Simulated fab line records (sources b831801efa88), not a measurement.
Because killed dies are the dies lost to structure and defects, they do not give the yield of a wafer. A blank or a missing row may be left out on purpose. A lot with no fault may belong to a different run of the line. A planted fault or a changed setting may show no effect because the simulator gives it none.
Chamber matching || flow gf180mcu || 4 sister chambers for GF_V2_CMP_04 on cmp-02
The step polishes SiO2. 4 wafers are shown with their chamber, then 10 later ones without.

WAFERS WITH THEIR CHAMBER
{"wafer": "L081.6", "chamber": 2, "motorCurrentA (A)": 13.5}
{"wafer": "L086.1", "chamber": 1, "motorCurrentA (A)": 13.4}
{"wafer": "L089.1", "chamber": 3, "motorCurrentA (A)": 12.9}
{"wafer": "L089.2", "chamber": 0, "motorCurrentA (A)": 12.0}

WAFERS WITHOUT THEIR CHAMBER
{"wafer": "L089.3", "motorCurrentA (A)": 13.9}
{"wafer": "L092.2", "motorCurrentA (A)": 13.5}
{"wafer": "L092.5", "motorCurrentA (A)": 13.1}
{"wafer": "L092.6", "motorCurrentA (A)": 13.4}
{"wafer": "L094.2", "motorCurrentA (A)": 13.6}
{"wafer": "L094.3", "motorCurrentA (A)": 13.3}
{"wafer": "L094.4", "motorCurrentA (A)": 11.5}
{"wafer": "L095.2", "motorCurrentA (A)": 13.8}
{"wafer": "L095.4", "motorCurrentA (A)": 13.3}
{"wafer": "L095.6", "motorCurrentA (A)": 13.7}

THE CHAMBER EACH PASSED THROUGH
{"wafer": "L089.3", "from the rows above": "can't be placed: 2 or 1", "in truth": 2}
{"wafer": "L092.2", "from the rows above": "can't be placed: 2 or 1", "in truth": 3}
{"wafer": "L092.5", "from the rows above": "can't be placed: 3 or 1 or 2", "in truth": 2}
{"wafer": "L092.6", "from the rows above": "can't be placed: 1 or 2", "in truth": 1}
{"wafer": "L094.2", "from the rows above": "can't be placed: 2 or 1", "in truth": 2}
{"wafer": "L094.3", "from the rows above": "can't be placed: 1 or 2 or 3", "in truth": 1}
{"wafer": "L094.4", "from the rows above": 0, "in truth": 0}
{"wafer": "L095.2", "from the rows above": "can't be placed: 2 or 1", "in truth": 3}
{"wafer": "L095.4", "from the rows above": "can't be placed: 1 or 2 or 3", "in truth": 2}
{"wafer": "L095.6", "from the rows above": "can't be placed: 2 or 1", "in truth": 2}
1 of 10 placed correctly. Not placeable from these rows: 9 (in 7, the candidates include the true chamber). Wrongly placed: 0.
How it was worked out, from the rows above alone: a wafer's distance from a chamber is the root of the sum, over the readings, of the square of ((its reading less the chamber's mean) divided by the reading's scatter). The wafer belongs to the nearest chamber; if the next one is less than 2 further off, it can't be placed. Each chamber's mean is taken over the wafers shown for it. The scatter: root of mean squared gap, hidden wafer to nearest shown wafer, with one shown wafer a chamber.
